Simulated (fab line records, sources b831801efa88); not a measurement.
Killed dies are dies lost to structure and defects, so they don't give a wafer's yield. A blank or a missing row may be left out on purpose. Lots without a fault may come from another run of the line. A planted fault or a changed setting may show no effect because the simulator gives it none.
fab line records | flow sky130
record lots=5 wafers=15 last_day=50
route steps=708 shown CONTACT@422 METAL1@434
lots that met no fault: from a run of the same line without faults
start_h: hours from the record's first day to the start of the lot's first wafer shown | wait_h: hours since the lot's step before | " the same as in the row above | L1.1+2: a row that stands for several wafers | - no value, or no start given | * or withheld: withheld | < > ~ a bound
route shown NAME@n: a module of which the file shows steps, and the number in the route of the first | usual: mean/standard deviation of fault-free wafers | same: alike in all rows | chamber/n: place in a boat | sites: the reading at each site | _std_site: their standard deviation | _edge_site: outer sites' mean less inner sites' | radius_mm: how far each site lies from the wafer's centre | mask NAME#n: copy n | behind: the tool/chamber that last shaped the wafer | hold: why the lot was held/for how many hours/how that ended | device: the transistor (n, p or np) that didn't switch | end of line: the same wafers' tests at the end of the route | a step without rows: its recipe alone | killed: dies lost to structure and defects at the first sort, not the wafer's yield | map: a wafer's dies, x killed, . not, _ none there
set.NAME: the setting as run; set.NAME@STEP: as run at that earlier step | model.NAME: the simulator's own value behind a step, which no gauge read
lots at some steps of the route; a table a step, a row a wafer
services: from which hour (start_h, from the record's first day; less than 0 if before it) a tool's chamber was out of use, for how many hours, and why
## steps
# step SKY_CONTACT_ETCH_16
# recipe chemistry=N2/H2 target=BARC ion_energy_ev=200 source_w=500 bias_w=100 pressure_mtorr=30 n2_flow_sccm=100 h2_flow_sccm=200 stop_on=SiO2 time_s=45.9 target_depth_a=600
# usual drypump_motor_current_A=5.6/0.54 oes_product_au=0.855/0.005 rf_fwd_power_W=495.7/2 throttle_valve_pct=13.225/0.0098
# columns lot.wafer tool chamber start_h wait_h drypump_motor_current_A oes_product_au rf_fwd_power_W rf_hours_counter_h throttle_valve_pct
L081.2 rie_diel-04 2 785.36 0.0 6.1 0.859 497.8 7 13.222
L081.4 " 0 " " 5.8 0.850 498.4 6 13.220
L081.6 " 0 " " 5.8 0.857 496.9 - 13.223
L083.3 rie_diel-04 3 801.62 0.0 6.6 0.854 500.8 21 13.210
L083.4 " 2 " " 6.1 0.855 495.4 8 13.227
L083.5 " 0 " " 5.8 0.859 495.8 - 13.229
L088.1 rie_diel-04 1 843.02 0.0 6.2 0.853 493.5 2 13.228
L088.3 " 0 " " 5.8 0.852 496.8 8 13.199
L088.4 " 3 " " 6.6 0.861 497.0 23 13.222
L089.1 rie_diel-04 3 862.54 0.0 6.6 0.863 498.1 23 13.234
L089.3 " 1 " " 6.2 0.859 495.4 2 13.239
L089.5 " 2 " " 6.1 0.854 494.4 - 13.217
L094.1 rie_diel-03 3 892.74 0.0 5.2 0.854 493.4 8 13.211
L094.2 " 0 " " 5.3 0.853 500.1 14 13.219
L094.5 " 2 " " 5.2 0.858 497.9 - 13.230
# step SKY_CONTACT_ETCH_17
# recipe target=SiO2 chemistry=C4F8/O2/Ar stop_on=Si3N4 mask_material=KrF-thick source_w=1500 bias_w=1200 pressure_mtorr=40 c4f8_flow_sccm=withheld O2_flow_sccm=6 Ar_flow_sccm=300 time_s=withheld target_depth_a=3400
# usual oes_product_au=0.890/0.0045 rf_fwd_power_W=1489/5.4
# columns lot.wafer tool chamber start_h wait_h oes_product_au rf_fwd_power_W
L081.2 rie_diel-04 2 785.40 0.0 0.886 1492
L081.4 " 0 " " 0.891 1489
L081.6 " 0 " " 0.891 1490
L083.3 rie_diel-04 3 801.67 0.0 0.889 1474
L083.4 " 2 " " 0.888 1491
L083.5 " 0 " " 0.898 1488
L088.1 rie_diel-04 1 843.07 0.0 0.885 1491
L088.3 " 0 " " 0.894 1492
L088.4 " 3 " " 0.892 1490
L089.1 rie_diel-04 3 862.59 0.0 0.891 1486
L089.3 " 1 " " 0.883 1484
L089.5 " 2 " " 0.894 1488
L094.1 rie_diel-03 3 892.78 0.0 0.889 1478
L094.2 " 0 " " 0.891 1502
L094.5 " 2 " " 0.891 1489
# step SKY_CONTACT_ETCH_18
# recipe target=Si3N4 chemistry=CHF3/O2 stop_on=TiN source_w=600 bias_w=200 pressure_mtorr=40 chf3_flow_sccm=50 O2_flow_sccm=5 time_s=39 target_depth_a=750
# usual O2_flow_sccm=5.001/0.014 drypump_motor_current_A=5.6/0.53 oes_product_au=0.856/0.0089 rf_fwd_power_W=595.1/2.1 throttle_valve_pct=8.793/0.0098
# columns lot.wafer tool chamber start_h wait_h O2_flow_sccm drypump_motor_current_A oes_product_au rf_fwd_power_W rf_hours_counter_h throttle_valve_pct
L081.2 rie_diel-04 2 - - 5.032 6.1 0.840 597.3 7 8.786
L081.4 " 0 " " 4.986 5.8 0.847 593.7 6 8.791
L081.6 " 0 " " 4.981 5.8 0.847 592.1 - 8.805
L083.3 rie_diel-04 3 - - 5.016 6.6 0.842 598.7 21 8.786
L083.4 " 2 " " 4.995 6.1 0.858 594.2 8 8.788
L083.5 " 0 " " 5.004 5.8 0.863 593.4 - 8.792
L088.1 rie_diel-04 1 - - 5.015 6.1 0.850 596.5 2 8.785
L088.3 " 0 " " 5.019 5.8 0.850 595.2 8 8.806
L088.4 " 3 " " 5.004 6.6 0.855 595.2 23 8.790
L089.1 rie_diel-04 3 - - 5.017 6.6 0.848 598.7 23 8.791
L089.3 " 1 " " 4.989 6.2 0.866 595.1 2 8.797
L089.5 " 2 " " 4.986 6.1 0.873 598.0 - 8.796
L094.1 rie_diel-03 3 - - 4.993 5.1 0.855 591.2 8 8.797
L094.2 " 0 " " 4.984 5.3 0.857 595.1 14 8.813
L094.5 " 2 " " 5.003 5.2 0.846 593.5 - 8.788
# step SKY_CONTACT_STRIP_19
# recipe chemistry=O2/N2 power_w=1400 pressure_mtorr=1500 platen_temp_c=withheld o2_flow_sccm=3000 n2_flow_sccm=300 overash_fraction=0.5
# usual drypump_motor_current_A=5.9/0.54 oes_product_au=0.382/0.0054 strip_time_to_endpoint_s=3.63/0.044
# columns lot.wafer tool chamber start_h wait_h drypump_motor_current_A oes_product_au rf_hours_counter_h strip_time_to_endpoint_s
L081.2 plasma_asher-03 0 785.49 - 5.8 0.385 4 3.54
L081.4 " 0 " " 5.7 0.379 - 3.65
L081.6 " 1 " " 5.6 0.382 - 3.64
L083.3 plasma_asher-01 0 801.79 - 5.4 0.384 - 3.67
L083.4 " 1 " " 6.4 0.375 - 3.54
L083.5 " 1 " " 6.4 0.380 - 3.67
L088.1 plasma_asher-01 0 843.16 - 5.4 0.379 74 3.65
L088.3 " 0 " " 5.4 0.386 - 3.70
L088.4 " 1 " " 6.4 0.375 - 3.68
L089.1 plasma_asher-02 1 862.68 - 5.5 0.383 43 3.66
L089.3 " 1 " " 5.5 0.383 - 3.59
L089.5 " 1 " " 5.5 0.381 - 3.54
L094.1 plasma_asher-03 0 892.87 - 5.8 0.391 15 3.68
L094.2 " 1 " " 5.5 0.380 15 3.63
L094.5 " 0 " " 5.8 0.400 - 3.69
# step SKY_CONTACT_STRIP_20
# recipe chemistry=post_etch_residue_remover time_s=1200 temp_c=72.5
# columns lot.wafer tool chamber start_h wait_h
L081.2+4+6 wet_bench-01 1 785.59 0.1
L083.3+4+5 wet_bench-01 3 801.86 0.0
L088.1+3+4 wet_bench-03 0 843.26 0.1
L089.1+3+5 wet_bench-04 1 862.78 0.1
L094.1+2+5 wet_bench-04 0 892.97 0.1
# step SKY_CONTACT_CLEAN_21
# recipe chemistry=IPA time_s=180 temp_c=25
# columns lot.wafer tool chamber start_h wait_h
L081.2+4+6 wet_bench-03 0 785.93 0.0
L083.3+4+5 wet_bench-03 2 802.20 0.0
L088.1+3+4 wet_bench-04 1 843.60 0.0
L089.1+3+5 wet_bench-03 1 863.18 0.0
L094.1+2+5 wet_bench-03 3 893.38 0.0
# step SKY_CONTACT_CLEAN_22
# recipe chemistry=O3/DIW dry=n2_spin
# columns lot.wafer tool chamber start_h wait_h
L081.2+4+6 wet_bench-04 3 785.99 0.0
L083.3+4+5 wet_bench-01 1 802.26 0.0
L088.1+3+4 wet_bench-01 3 843.66 0.0
L089.1+3+5 wet_bench-01 2 863.25 0.0
L094.1+2+5 wet_bench-01 2 893.44 0.0
# step SKY_CONTACT_SPUTTER_23
# recipe material=TiN target_thk_nm=20 chamber_pressure_pa=5 power_w=4000 time_s=80
# usual cathode_dc_power_W=4000.0/0.71 throttle_valve_pct=30.5/1.2
# columns lot.wafer tool chamber start_h wait_h cathode_dc_power_W throttle_valve_pct
L081.2 pvd_sputter-04 - 786.08 0.0 4000.8 31.5
L081.4 " - " " 3999.9 28.8
L081.6 " - " " 3998.4 31.1
L083.3 pvd_sputter-03 - 802.35 0.0 3999.5 30.7
L083.4 " - " " 3999.3 32.8
L083.5 " - " " 3999.9 32.5
L088.1 pvd_sputter-01 - 843.75 0.0 4000.1 30.6
L088.3 " - " " 4000.4 31.5
L088.4 " - " " 4000.0 28.1
L089.1 pvd_sputter-03 - 863.36 0.0 4000.9 30.0
L089.3 " - " " 3999.4 32.5
L089.5 " - " " 4000.7 29.7
L094.1 pvd_sputter-04 - 893.53 0.0 4000.2 31.0
L094.2 " - " " 4000.5 31.1
L094.5 " - " " 4000.5 29.0
# step SKY_CONTACT_CVD_24
# recipe material=W target_thk_nm=340 time_s=102.12 temp_c=400 pressure_torr=40
# usual heater_power_w=804/58 susceptor_temp_C=400.03/0.2
# columns lot.wafer tool chamber start_h wait_h heater_power_w since_wet_clean_h susceptor_temp_C
L081.2 cvd_w-02 0 786.14 0.0 810 882 400.35
L081.4 " 1 " " 807 - 399.51
L081.6 " 1 " " 805 - 399.66
L083.3 cvd_w-02 0 802.45 0.1 807 - 399.87
L083.4 " 1 " " 838 - 400.05
L083.5 " 0 " " 794 - 399.91
L088.1 cvd_w-02 1 843.81 0.0 813 940 399.98
L088.3 " 1 " " 807 - 399.85
L088.4 " 0 " " 798 - 400.08
L089.1 cvd_w-02 1 863.42 0.0 826 959 400.30
L089.3 " 0 " " 790 - 400.11
L089.5 " 0 " " 788 - 400.38
L094.1 cvd_w-01 0 893.59 0.0 695 490 399.95
L094.2 " 0 " " 688 - 400.01
L094.5 " 0 " " 731 - 399.96
# step SKY_CONTACT_RS_MEAS_25
# recipe thk_meas_gauge=four-point-probe reads=W_of_CONTACT_CVD_24+TiN_of_CONTACT_SPUTTER_23
# usual CONTACT_W_RS=0.337/0.0046
# columns lot.wafer tool chamber start_h wait_h CONTACT_W_RS[ohm/sq]
L081.2 film_metro-02 - 786.27 0.1 0.335
L081.4 " - " " 0.345
L081.6 " - " " 0.344
L083.3 film_metro-01 - 802.56 0.1 0.335
L083.4 " - " " 0.344
L083.5 " - " " 0.334
L088.1 film_metro-04 - 843.92 0.1 0.344
L088.3 " - " " 0.348
L088.4 " - " " 0.335
L089.1 film_metro-04 - 863.53 0.1 0.338
L089.3 " - " " 0.330
L089.5 " - " " 0.336
L094.1 film_metro-02 - 893.81 0.2 0.338
L094.2 " - " " 0.337
L094.5 " - " " 0.335
# step SKY_CONTACT_THK_MEAS_26
# recipe thk_meas_gauge=xrf reads=W_of_CONTACT_CVD_24
# usual CONTACT_W_THK=333/5.2
# columns lot.wafer tool chamber start_h wait_h CONTACT_W_THK[nm]
L081.2 film_metro-02 - 786.38 0.1 333
L081.4 " - " " 322
L081.6 " - " " 323
L083.3 film_metro-01 - 802.66 0.1 341
L083.4 " - " " 331
L083.5 " - " " 342
L088.1 film_metro-04 - 844.04 0.1 329
L088.3 " - " " 324
L088.4 " - " " 334
L089.1 film_metro-04 - 863.65 0.1 333
L089.3 " - " " 340
L089.5 " - " " 335
L094.1 film_metro-02 - 893.93 0.1 334
L094.2 " - " " 332
L094.5 " - " " 334
# step SKY_CONTACT_CMP_27
# recipe stop_on=SiO2 t_overpolish_s=15 down_force_psi=3.5 platen_rpm=60 target_thk_nm=0 pad_velocity_m_s=0.94248
# usual motor_current_A=11.5/1.2 overpolish_run_s=14.999/0.0087 time_to_endpoint_s=82/3.9
# columns lot.wafer tool chamber start_h wait_h motor_current_A overpolish_run_s time_to_endpoint_s
L081.4 cmp-02 3 786.43 0.0 12.2 15.003 78
L081.2 " 2 " " 10.6 14.992 82
L081.6 " 3 " " 11.6 15.004 78
L083.3 cmp-01 3 802.70 0.0 12.8 15.011 85
L083.4 " 1 " " 11.0 14.999 75
L083.5 " 3 " " 13.7 14.991 83
L088.1 cmp-01 1 844.10 0.1 10.8 14.983 75
L088.4 " 3 " " 14.2 15.006 82
L088.3 " 0 " " 11.6 15.003 78
L089.3 cmp-02 0 863.84 0.2 9.6 14.996 86
L089.1 " 2 " " 11.5 14.997 80
L089.5 " 3 " " 11.8 14.998 78
L094.1 cmp-01 2 894.04 0.1 11.4 15.003 90
L094.2 " 3 " " 13.3 14.988 84
L094.5 " 1 " " 11.0 15.002 83
# step SKY_METAL1_SPUTTER_00
# recipe material=Ti target_thk_nm=15 power_w=3000 time_s=10 chamber_pressure_pa=0.4
# usual cathode_dc_power_W=3000.0/0.56 throttle_valve_pct=30.1/1.2
# columns lot.wafer tool chamber start_h wait_h cathode_dc_power_W throttle_valve_pct
L081.2 pvd_sputter-02 - 786.73 0.1 2999.9 31.0
L081.4 " - " " 3000.0 29.0
L081.6 " - " " 2999.3 31.0
L083.3 pvd_sputter-02 - 803.00 0.2 3000.5 30.9
L083.4 " - " " 2999.2 28.7
L083.5 " - " " 2999.2 29.0
L088.1 pvd_sputter-02 - 844.40 0.2 2999.8 29.3
L088.3 " - " " 2999.1 30.6
L088.4 " - " " 2999.4 30.9
L089.1 pvd_sputter-01 - 864.09 0.1 3000.9 28.4
L089.3 " - " " 3000.0 31.2
L089.5 " - " " 2999.9 29.3
L094.1 pvd_sputter-02 - 894.29 0.2 3000.1 30.8
L094.2 " - " " 3000.4 29.3
L094.5 " - " " 2999.7 28.4
# step SKY_METAL1_SPUTTER_01
# recipe material=TiN target_thk_nm=20 power_w=6500 time_s=16.7 chamber_pressure_pa=0.4
# usual cathode_dc_power_W=6500.1/1.2 throttle_valve_pct=30.1/1.2
# columns lot.wafer tool chamber start_h wait_h cathode_dc_power_W throttle_valve_pct
L081.2 pvd_sputter-02 - 786.75 0.0 6501.0 30.8
L081.4 " - " " 6498.6 29.2
L081.6 " - " " 6500.0 30.7
L083.3 pvd_sputter-02 - 803.02 0.0 6497.8 30.6
L083.4 " - " " 6498.5 28.5
L083.5 " - " " 6498.7 29.0
L088.1 pvd_sputter-02 - 844.43 0.0 6500.9 29.2
L088.3 " - " " 6499.4 30.6
L088.4 " - " " 6501.2 30.9
L089.1 pvd_sputter-01 - 864.12 0.0 6500.3 27.7
L089.3 " - " " 6498.3 31.6
L089.5 " - " " 6501.0 29.9
L094.1 pvd_sputter-02 - 894.31 0.0 6500.1 30.8
L094.2 " - " " 6498.6 29.4
L094.5 " - " " 6499.2 28.6
# step SKY_METAL1_SPUTTER_02
# recipe material=AlCu target_thk_nm=250 power_w=10600 time_s=13.3 chamber_pressure_pa=0.4
# usual cathode_dc_power_W=10600/2 throttle_valve_pct=30.1/1.2
# columns lot.wafer tool chamber start_h wait_h cathode_dc_power_W throttle_valve_pct
L081.2 pvd_sputter-02 - 786.78 0.0 10599 30.7
L081.4 " - " " 10600 29.0
L081.6 " - " " 10602 30.7
L083.3 pvd_sputter-02 - 803.05 0.0 10602 30.5
L083.4 " - " " 10605 28.6
L083.5 " - " " 10604 29.4
L088.1 pvd_sputter-02 - 844.45 0.0 10602 29.1
L088.3 " - " " 10598 30.6
L088.4 " - " " 10600 30.4
L089.1 pvd_sputter-01 - 864.14 0.0 10599 28.1
L089.3 " - " " 10602 31.8
L089.5 " - " " 10600 29.4
L094.1 pvd_sputter-02 - 894.34 0.0 10602 30.6
L094.2 " - " " 10601 29.6
L094.5 " - " " 10598 28.5
# step SKY_METAL1_SPUTTER_03
# recipe material=Ti target_thk_nm=5 power_w=3000 time_s=3.3 chamber_pressure_pa=0.4
# usual cathode_dc_power_W=3000.1/0.55 throttle_valve_pct=30.1/1.2
# columns lot.wafer tool chamber start_h wait_h cathode_dc_power_W throttle_valve_pct
L081.2 pvd_sputter-02 - 786.80 0.0 3000.1 30.5
L081.4 " - " " 3000.4 29.3
L081.6 " - " " 3000.3 30.8
L083.3 pvd_sputter-02 - 803.07 0.0 2999.7 30.8
L083.4 " - " " 3000.6 28.5
L083.5 " - " " 2999.7 29.3
L088.1 pvd_sputter-02 - 844.48 0.0 2999.9 29.3
L088.3 " - " " 3000.4 31.0
L088.4 " - " " 2999.6 30.7
L089.1 pvd_sputter-01 - 864.17 0.0 2999.6 27.8
L089.3 " - " " 2999.3 31.4
L089.5 " - " " 3000.6 29.5
L094.1 pvd_sputter-02 - 894.36 0.0 3000.1 30.8
L094.2 " - " " 3000.0 28.9
L094.5 " - " " 3000.6 28.4
# step SKY_METAL1_SPUTTER_04
# recipe material=TiN target_thk_nm=70 power_w=6500 time_s=58.3 chamber_pressure_pa=0.4
# usual cathode_dc_power_W=6500.0/1.1 throttle_valve_pct=30.1/1.2
# columns lot.wafer tool chamber start_h wait_h cathode_dc_power_W throttle_valve_pct
L081.2 pvd_sputter-02 - 786.82 0.0 6498.2 30.6
L081.4 " - " " 6500.7 29.3
L081.6 " - " " 6498.7 30.8
L083.3 pvd_sputter-02 - 803.09 0.0 6501.2 30.6
L083.4 " - " " 6498.9 28.5
L083.5 " - " " 6499.5 29.1
L088.1 pvd_sputter-02 - 844.50 0.0 6500.6 29.2
L088.3 " - " " 6501.0 31.1
L088.4 " - " " 6499.7 30.7
L089.1 pvd_sputter-01 - 864.18 0.0 6501.0 27.9
L089.3 " - " " 6500.4 31.5
L089.5 " - " " 6501.5 29.5
L094.1 pvd_sputter-02 - 894.38 0.0 6498.2 30.5
L094.2 " - " " 6500.7 28.9
L094.5 " - " " 6500.9 28.6
# step SKY_METAL1_RS_MEAS_05
# recipe thk_meas_gauge=four-point-probe reads=TiN_of_METAL1_SPUTTER_04+Ti_of_METAL1_SPUTTER_03+AlCu_of_METAL1_SPUTTER_02+TiN_of_METAL1_SPUTTER_01+Ti_of_METAL1_SPUTTER_00
# usual METAL1_ALCU_RS=0.1274/0.0016
# columns lot.wafer tool chamber start_h wait_h METAL1_ALCU_RS[ohm/sq]
L081.2 film_metro-04 - 786.89 0.0 0.1272
L081.4 " - " " 0.1266
L081.6 " - " " 0.1269
L083.3 film_metro-03 - 803.18 0.1 0.1275
L083.4 " - " " 0.1262
L083.5 " - " " 0.1254
L088.1 film_metro-04 - 844.54 0.0 0.1255
L088.3 " - " " 0.1268
L088.4 " - " " 0.1293
L089.1 film_metro-04 - 864.23 0.0 0.1295
L089.3 " - " " 0.1273
L089.5 " - " " 0.1297
L094.1 film_metro-03 - 894.43 0.0 0.1287
L094.2 " - " " 0.1257
L094.5 " - " " 0.1279
# step SKY_METAL1_THK_MEAS_06
# recipe thk_meas_gauge=xrf reads=AlCu_of_METAL1_SPUTTER_02
# usual METAL1_ALCU_THK=251/3.6
# columns lot.wafer tool chamber start_h wait_h METAL1_ALCU_THK[nm]
L081.2 film_metro-04 - 787.00 0.1 249
L081.4 " - " " 251
L081.6 " - " " 251
L083.3 film_metro-03 - 803.28 0.1 253
L083.4 " - " " 255
L083.5 " - " " 256
L088.1 film_metro-04 - 844.66 0.1 253
L088.3 " - " " 251
L088.4 " - " " 245
L089.1 film_metro-04 - 864.35 0.1 245
L089.3 " - " " 252
L089.5 " - " " 246
L094.1 film_metro-03 - 894.55 0.1 252
L094.2 " - " " 257
L094.5 " - " " 251
# step SKY_METAL1_DEHYDRATE_07
# recipe temp_c=200 time_s=60
# usual chill_plate_temp_C=22.98/0.11
# columns lot.wafer tool chamber start_h wait_h chill_plate_temp_C
L081.2 litho_track-04 0 798.75 11.7 22.69
L081.4 " 0 " " 22.81
L081.6 " 0 " " 22.82
L083.3 litho_track-03 0 815.93 12.6 22.99
L083.4 " 0 " " 23.04
L083.5 " 0 " " 22.90
L088.1 litho_track-02 0 857.07 12.4 22.95
L088.3 " 0 " " 23.02
L088.4 " 0 " " 22.96
L089.1 litho_track-02 0 876.12 11.8 22.99
L089.3 " 0 " " 23.25
L089.5 " 0 " " 22.96
L094.1 litho_track-04 0 906.48 11.9 22.99
L094.2 " 0 " " 22.90
L094.5 " 0 " " 22.92
# step SKY_METAL1_HMDS_08
# recipe prime_time_s=60 prime_temp_c=120
# usual chill_plate_temp_C=23.00/0.092
# columns lot.wafer tool chamber start_h wait_h chill_plate_temp_C
L081.2 litho_track-04 0 798.90 0.1 23.00
L081.4 " 0 " " 23.06
L081.6 " 0 " " 23.09
L083.3 litho_track-03 0 816.08 0.1 23.14
L083.4 " 0 " " 23.09
L083.5 " 0 " " 23.09
L088.1 litho_track-02 0 857.22 0.1 22.93
L088.3 " 0 " " 22.97
L088.4 " 0 " " 23.08
L089.1 litho_track-02 0 876.27 0.1 22.97
L089.3 " 0 " " 23.09
L089.5 " 0 " " 22.91
L094.1 litho_track-04 0 906.63 0.1 22.88
L094.2 " 0 " " 22.94
L094.5 " 0 " " 22.92
# step SKY_METAL1_COAT_09
# recipe resist=BARC temp_c=withheld time_s=withheld spin_rpm=3000 resist_thk_nm=60
# usual chill_plate_temp_C=*
# columns lot.wafer tool chamber start_h wait_h chill_plate_temp_C
L081.2 litho_track-04 0 799.05 0.1 *
L081.4 " 0 " " *
L081.6 " 0 " " *
L083.3 litho_track-03 0 816.23 0.1 *
L083.4 " 0 " " *
L083.5 " 0 " " *
L088.1 litho_track-02 0 857.37 0.1 *
L088.3 " 0 " " *
L088.4 " 0 " " *
L089.1 litho_track-02 0 876.42 0.1 *
L089.3 " 0 " " *
L089.5 " 0 " " *
L094.1 litho_track-04 0 906.78 0.1 *
L094.2 " 0 " " *
L094.5 " 0 " " *
# step SKY_METAL1_COAT_10
# recipe resist=KrF-thick spin_rpm=3000 resist_thk_nm=450
# usual chill_plate_temp_C=22.97/0.11
# columns lot.wafer tool chamber start_h wait_h chill_plate_temp_C
L081.2 litho_track-04 0 - - 22.93
L081.4 " 0 " " 22.96
L081.6 " 0 " " 22.97
L083.3 litho_track-03 0 - - 22.90
L083.4 " 0 " " 22.87
L083.5 " 0 " " 22.94
L088.1 litho_track-02 0 - - 22.94
L088.3 " 0 " " 22.97
L088.4 " 0 " " 22.97
L089.1 litho_track-02 0 - - 23.08
L089.3 " 0 " " 22.80
L089.5 " 0 " " 23.03
L094.1 litho_track-04 0 - - 22.96
L094.2 " 0 " " 23.02
L094.5 " 0 " " 22.97
# step SKY_METAL1_SOFTBAKE_11
# recipe temp_c=100 time_s=87.15 resist=KrF-thick
# usual chill_plate_temp_C=23.00/0.12
# columns lot.wafer tool chamber start_h wait_h chill_plate_temp_C
L081.2 litho_track-04 0 - - 22.93
L081.4 " 0 " " 22.99
L081.6 " 0 " " 23.01
L083.3 litho_track-03 0 - - 23.05
L083.4 " 0 " " 23.10
L083.5 " 0 " " 22.84
L088.1 litho_track-02 0 - - 22.94
L088.3 " 0 " " 23.15
L088.4 " 0 " " 23.04
L089.1 litho_track-02 0 - - 22.87
L089.3 " 0 " " 22.75
L089.5 " 0 " " 22.98
L094.1 litho_track-04 0 - - 22.90
L094.2 " 0 " " 23.18
L094.5 " 0 " " 23.11
# step SKY_METAL1_EXPOSE_12
# recipe mask_id=MM1 na=0.8 source_shape=annular sigma_inner=0.55 sigma_outer=0.85 target_cd_nm=140 dose_mj=28
# columns lot.wafer tool chamber start_h wait_h mask
L081.2+4+6 krf_scanner-02 0 - - MM1#0
L083.3+4+5 krf_scanner-02 0 - - MM1#0
L088.1+3+4 krf_scanner-01 0 - - MM1#0
L089.1+3+5 krf_scanner-01 0 - - MM1#0
L094.1+2+5 krf_scanner-02 0 - - MM1#0
# step SKY_METAL1_PEB_13
# recipe peb_temp_c=withheld peb_time_s=withheld resist=KrF-thick
# usual chill_plate_temp_C=*
# columns lot.wafer tool chamber start_h wait_h chill_plate_temp_C
L081.2 litho_track-02 0 - - *
L081.4 " 0 " " *
L081.6 " 0 " " *
L083.3 litho_track-03 0 - - *
L083.4 " 0 " " *
L083.5 " 0 " " *
L088.1 litho_track-02 0 - - *
L088.3 " 0 " " *
L088.4 " 0 " " *
L089.1 litho_track-02 0 - - *
L089.3 " 0 " " *
L089.5 " 0 " " *
L094.1 litho_track-04 0 - - *
L094.2 " 0 " " *
L094.5 " 0 " " *
# step SKY_METAL1_DEVELOP_14
# recipe develop_time_s=60 resist=KrF-thick dev_temp_c=21
# usual chill_plate_temp_C=22.98/0.12
# columns lot.wafer tool chamber start_h wait_h chill_plate_temp_C
L081.2 litho_track-02 0 - - 22.97
L081.4 " 0 " " 23.06
L081.6 " 0 " " 22.86
L083.3 litho_track-03 0 - - 23.11
L083.4 " 0 " " 22.86
L083.5 " 0 " " 23.24
L088.1 litho_track-02 0 - - 23.01
L088.3 " 0 " " 22.99
L088.4 " 0 " " 23.09
L089.1 litho_track-02 0 - - 22.84
L089.3 " 0 " " 22.90
L089.5 " 0 " " 22.86
L094.1 litho_track-04 0 - - 22.93
L094.2 " 0 " " 22.98
L094.5 " 0 " " 22.96
# step SKY_METAL1_CD_MEAS_15
# recipe target_cd_nm=140
# usual cd_nm=139.1/1.6
# columns lot.wafer tool chamber start_h wait_h cd_nm
L081.2 cd_sem-02 - 812.34 - 141.2
L081.4 " - " " 141.1
L081.6 " - " " 140.6
L083.3 cd_sem-01 - 829.77 - 141.0
L083.4 " - " " 139.7
L083.5 " - " " 139.0
L088.1 cd_sem-02 - 870.62 - 140.1
L088.3 " - " " 139.4
L088.4 " - " " 139.4
L089.1 cd_sem-02 - 890.52 - 138.1
L089.3 " - " " 140.4
L089.5 " - " " 138.3
L094.1 cd_sem-02 - 920.53 - 136.3
L094.2 " - " " 137.2
L094.5 " - " " 135.8
# step SKY_METAL1_OVL_MEAS_16
# usual METAL1_OVL=3/5.7
# columns lot.wafer tool chamber start_h wait_h METAL1_OVL[nm]
L081.2 overlay-02 - 812.44 0.1 5
L081.4 " - " " 6
L081.6 " - " " 13
L083.3 overlay-01 - 829.86 0.1 -5
L083.4 " - " " -3
L083.5 " - " " -4
L088.1 overlay-02 - 870.74 0.1 5
L088.3 " - " " -3
L088.4 " - " " 7
L089.1 overlay-01 - 890.64 0.1 -1
L089.3 " - " " -5
L089.5 " - " " -2
L094.1 overlay-02 - 920.65 0.1 -3
L094.2 " - " " -4
L094.5 " - " " -3
# step SKY_METAL1_DESCUM_17
# recipe chemistry=O2 source_power_w=150 bias_power_w=0 pressure_mtorr=10 temp_c=40 time_s=8
# usual drypump_motor_current_A=5.8/0.38 oes_product_au=1.000/0.019 rf_fwd_power_W=146.7/0.52
# columns lot.wafer tool chamber start_h wait_h drypump_motor_current_A oes_product_au rf_fwd_power_W rf_hours_counter_h
L081.2 rie_metal-02 1 812.48 0.0 6.2 1.025 146.8 -
L081.4 " 1 " " 6.3 1.025 146.6 -
L081.6 " 1 " " 6.2 1.019 145.9 -
L083.3 rie_metal-02 1 829.90 0.0 6.2 1.026 146.2 -
L083.4 " 0 " " 5.2 0.997 146.2 -
L083.5 " 1 " " 6.2 1.023 146.5 -
L088.1 rie_metal-02 0 870.77 0.0 5.2 0.987 147.5 2
L088.3 " 1 " " 6.2 1.021 146.3 -
L088.4 " 0 " " 5.2 0.994 146.6 -
L089.1 rie_metal-02 0 890.67 0.0 5.3 0.992 146.6 3
L089.3 " 0 " " 5.3 0.988 146.3 -
L089.5 " 1 " " 6.2 1.026 145.7 -
L094.1 rie_metal-04 0 920.69 0.0 5.5 0.975 147.2 17
L094.2 " 1 " " 6.0 0.996 146.1 10
L094.5 " 0 " " 5.5 0.975 146.6 -
# step SKY_METAL1_ETCH_18
# recipe chemistry=N2/H2 target=BARC ion_energy_ev=200 bias_w=100 pressure_mtorr=30 n2_flow_sccm=100 h2_flow_sccm=200 icp_w=500 stop_on=SiO2 time_s=45.9 target_depth_a=600
# usual drypump_motor_current_A=5.8/0.39 oes_product_au=0.854/0.0047 rf_fwd_power_W=493.9/2.1 throttle_valve_pct=13.225/0.0094
# columns lot.wafer tool chamber start_h wait_h drypump_motor_current_A oes_product_au rf_fwd_power_W rf_hours_counter_h throttle_valve_pct
L081.2 rie_metal-02 1 812.56 0.1 6.3 0.848 491.2 - 13.228
L081.4 " 1 " " 6.3 0.851 491.3 - 13.224
L081.6 " 1 " " 6.2 0.857 492.3 - 13.223
L083.3 rie_metal-02 1 829.94 0.0 6.3 0.854 489.8 - 13.222
L083.4 " 0 " " 5.3 0.854 494.8 - 13.231
L083.5 " 1 " " 6.3 0.863 488.7 - 13.224
L088.1 rie_metal-02 0 870.81 0.0 5.2 0.855 497.3 2 13.237
L088.3 " 1 " " 6.3 0.859 491.5 - 13.213
L088.4 " 0 " " 5.3 0.848 495.8 - 13.224
L089.1 rie_metal-02 0 890.71 0.0 5.3 0.849 496.3 3 13.216
L089.3 " 0 " " 5.3 0.856 494.5 - 13.217
L089.5 " 1 " " 6.3 0.853 493.8 - 13.225
L094.1 rie_metal-04 0 920.72 0.0 5.6 0.860 495.7 17 13.231
L094.2 " 1 " " 6.1 0.855 496.9 10 13.241
L094.5 " 0 " " 5.6 0.854 496.1 - 13.228
## services
# columns tool chamber start_h hours kind
krf_scanner-01 - 765.20 1.0 pm
cmp-02 - 775.54 1.4 repair
krf_scanner-01 - 777.86 4.0 pm
cvd_w-02 - 780.08 1.3 repair
krf_scanner-01 - 783.44 0.6 repair
rie_diel-03 1 785.46 9.3 repair
pvd_sputter-01 - 795.88 20.8 repair
krf_scanner-01 - 804.82 3.8 repair
plasma_asher-01 - 810.95 2.6 repair
krf_scanner-02 - 823.79 1.9 repair
rie_diel-04 2 835.31 5.4 repair
krf_scanner-02 - 836.04 0.9 repair
krf_scanner-01 - 841.35 1.3 pm
cmp-01 - 856.61 1.4 repair
pvd_sputter-04 - 857.41 3.3 repair
plasma_asher-01 - 858.51 0.8 repair
plasma_asher-01 - 866.78 2.3 repair
krf_scanner-02 - 868.06 1.0 pm
cmp-02 - 869.71 2.1 repair
krf_scanner-01 - 878.09 11.6 pm
rie_metal-04 - 888.36 0.8 repair
krf_scanner-02 - 897.65 1.3 pm
krf_scanner-02 - 902.09 0.8 pm
cvd_w-02 - 904.00 14.0 pm
## key
fault none
